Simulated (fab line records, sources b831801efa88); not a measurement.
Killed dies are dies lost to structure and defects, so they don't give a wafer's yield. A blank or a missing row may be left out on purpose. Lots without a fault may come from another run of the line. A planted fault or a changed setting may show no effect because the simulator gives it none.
A struck lot beside a sound one | flow sky130 | 43 steps out of a route of 708
Sound: wafers L141.1, L141.3, L141.6. Struck: wafers L135.2, L135.4, L135.6. The cause comes at the end.
At each step with rows: each side's tool, then ch and its chambers, then its first start. Under that, the readings that differ: sound wafers | struck wafers | difference of the means | sigmas: that difference in standard deviations of wafers without a fault.
alike: readings whose means differ by less than 2 such deviations, and words and numbers that are the same on both sides. not compared: withheld readings, readings that some wafer has no value for, bounds like >300 that may hide the same value, and numbers for which the record gives no deviation and whose values overlap.
The two part at a step that has a row with sigmas, a row that says differs or no value, or rows on one side only. Numbers that don't overlap but have no deviation are shown without sigmas and don't part them. A reading that every wafer of one side lacks parts them only if that side has two wafers or more.

first, 7 steps without rows for these wafers: SKY_LDD_LDN_DEHYDRATE_00 (time 60 s); SKY_LDD_LDN_HMDS_01 (prime time 60 s); SKY_LDD_LDN_COAT_02 (resist thk 1140 nm); SKY_LDD_LDN_SOFTBAKE_03 (time 60 s); SKY_LDD_LDN_EXPOSE_04 (exposes mask LDNTM, target cd 700 nm); SKY_LDD_LDN_PEB_05; SKY_LDD_LDN_DEVELOP_06 (develop time 60 s).
SKY_LDD_LDN_OVL_MEAS_07:
  sound on overlay-01, day 28 15:43; struck on overlay-02, day 26 22:31
  alike: LDD_LDN_OVL
then, 4 steps without rows for these wafers: SKY_LDD_LDN_IMPLANT_08; SKY_LDD_LDN_IMPLANT_09; SKY_LDD_LDN_IMPLANT_10; SKY_LDD_LDN_IMPLANT_11.
SKY_LDD_LDN_STRIP_12: strips in O2/N2.
  sound on plasma_asher-01 ch 0,1, day 28 16:21; struck on plasma_asher-02 ch 0,1, day 26 23:09
  alike: drypump_motor_current_A, oes_product_au, strip_time_to_endpoint_s
  not compared: rf_hours_counter_h
SKY_LDD_LDN_TW_MEAS_13:
  sound on film_metro-03, day 28 16:27; struck on film_metro-01, day 26 23:16
  alike: LDD_LDN_TW
then, 2 steps without rows for these wafers: SKY_LDD_LDN_CLEAN_14 (cleans in SC1/SC2, time 150 s); SKY_SPACER_CVD_00 (deposits Si3N4 from DCS/NH3, target thk 43.1 nm, time 740 s).
SKY_SPACER_THK_MEAS_01:
  sound on film_metro-04, day 28 18:04; struck on film_metro-02, day 27 00:57
  alike: SPACER_CVD_00_THK
SKY_SPACER_ETCHBACK_02: etches Si3N4 in CH3F/O2, stops on SiO2, time 46.7 s, target depth 45 nm.
  sound on rie_diel-01 ch 0,1,3, day 28 18:07; struck on rie_diel-01 ch 1,2,3, day 27 01:00
  alike: ch3f_flow_sccm, drypump_motor_current_A, oes_product_au, throttle_valve_pct
  not compared: rf_hours_counter_h
then, 8 steps without rows for these wafers: SKY_POLY_CUT_DEHYDRATE_00 (time 60 s); SKY_POLY_CUT_HMDS_01 (prime time 60 s); SKY_POLY_CUT_COAT_02 (resist thk 60 nm); SKY_POLY_CUT_COAT_03 (resist thk 450 nm); SKY_POLY_CUT_SOFTBAKE_04 (time 90 s); SKY_POLY_CUT_EXPOSE_05 (exposes mask NPCM, target cd 270 nm); SKY_POLY_CUT_PEB_06; SKY_POLY_CUT_DEVELOP_07 (develop time 60 s).
SKY_POLY_CUT_CD_MEAS_08: target cd 270 nm.
  sound on cd_sem-01, day 29 22:31; struck on cd_sem-02, day 28 05:45
  alike: cd_nm
SKY_POLY_CUT_OVL_MEAS_09:
  sound on overlay-01, day 29 22:38; struck on overlay-01, day 28 05:52
  alike: POLY_CUT_OVL
SKY_POLY_CUT_ETCH_10: etches BARC in N2/H2, stops on SiO2, time 45.9 s, target depth 60 nm.
  sound on rie_diel-01 ch 1,2, day 29 22:40; struck on rie_diel-03 ch 0,2, day 28 05:53
  alike: drypump_motor_current_A, oes_product_au, throttle_valve_pct
  not compared: rf_hours_counter_h
SKY_POLY_CUT_ETCH_11: etches Si3N4 in CF4/CH2F2/Ar, stops on poly-Si, time 42.5 s, target depth 60 nm.
  sound on rie_diel-01 ch 1,2, day 29 22:43; struck on rie_diel-03 ch 0,2, day 28 05:56
  reading              | sound             | struck            | difference | sigmas
  cf4_flow_sccm (sccm) | 39.81 39.94 39.72 | 40.18 40.06 40.02 | +0.26      | +2
  alike: ch2f2_flow_sccm, drypump_motor_current_A, oes_product_au, throttle_valve_pct
  not compared: rf_hours_counter_h
SKY_POLY_CUT_STRIP_12: strips in O2/N2.
  sound on plasma_asher-02 ch 0,1, day 29 22:46; struck on plasma_asher-01 ch 0,1, day 28 05:58
  alike: drypump_motor_current_A, oes_product_au, strip_time_to_endpoint_s
  not compared: rf_hours_counter_h
then, 7 steps without rows for these wafers: SKY_SD_P_DEHYDRATE_00 (time 60 s); SKY_SD_P_HMDS_01 (prime time 60 s); SKY_SD_P_COAT_02 (resist thk 1140 nm); SKY_SD_P_SOFTBAKE_03 (time 60 s); SKY_SD_P_EXPOSE_04 (exposes mask PSDM, target cd 380 nm); SKY_SD_P_PEB_05; SKY_SD_P_DEVELOP_06 (develop time 60 s).
SKY_SD_P_CD_MEAS_07: target cd 380 nm.
  sound on cd_sem-01, day 31 02:47; struck on cd_sem-02, day 29 10:19
  alike: cd_nm
SKY_SD_P_OVL_MEAS_08:
  sound on overlay-02, day 31 02:55; struck on overlay-02, day 29 10:25
  alike: SD_P_OVL
then, 1 step without rows for these wafers: SKY_SD_P_IMPLANT_09.
SKY_SD_P_STRIP_10: strips in O2/N2.
  sound on plasma_asher-03 ch 0, day 31 03:05; struck on plasma_asher-04 ch 0,1, day 29 10:35
  alike: drypump_motor_current_A, oes_product_au, strip_time_to_endpoint_s
  not compared: rf_hours_counter_h
-- the record jumps here: 19 days lie between the struck wafers' starts before and after (it left off in module SD_P and takes up again in module PAD_OPEN, whose first step shown is number 708 of the route) --
SKY_PAD_OPEN_PROBE_99:
  the record has rows for the struck wafers here (prober-01, day 48 14:47) and none for the sound ones

WHERE THEY PART
First at SKY_POLY_CUT_ETCH_11; last, within this record, at SKY_PAD_OPEN_PROBE_99.

WHY: what the simulator had put in
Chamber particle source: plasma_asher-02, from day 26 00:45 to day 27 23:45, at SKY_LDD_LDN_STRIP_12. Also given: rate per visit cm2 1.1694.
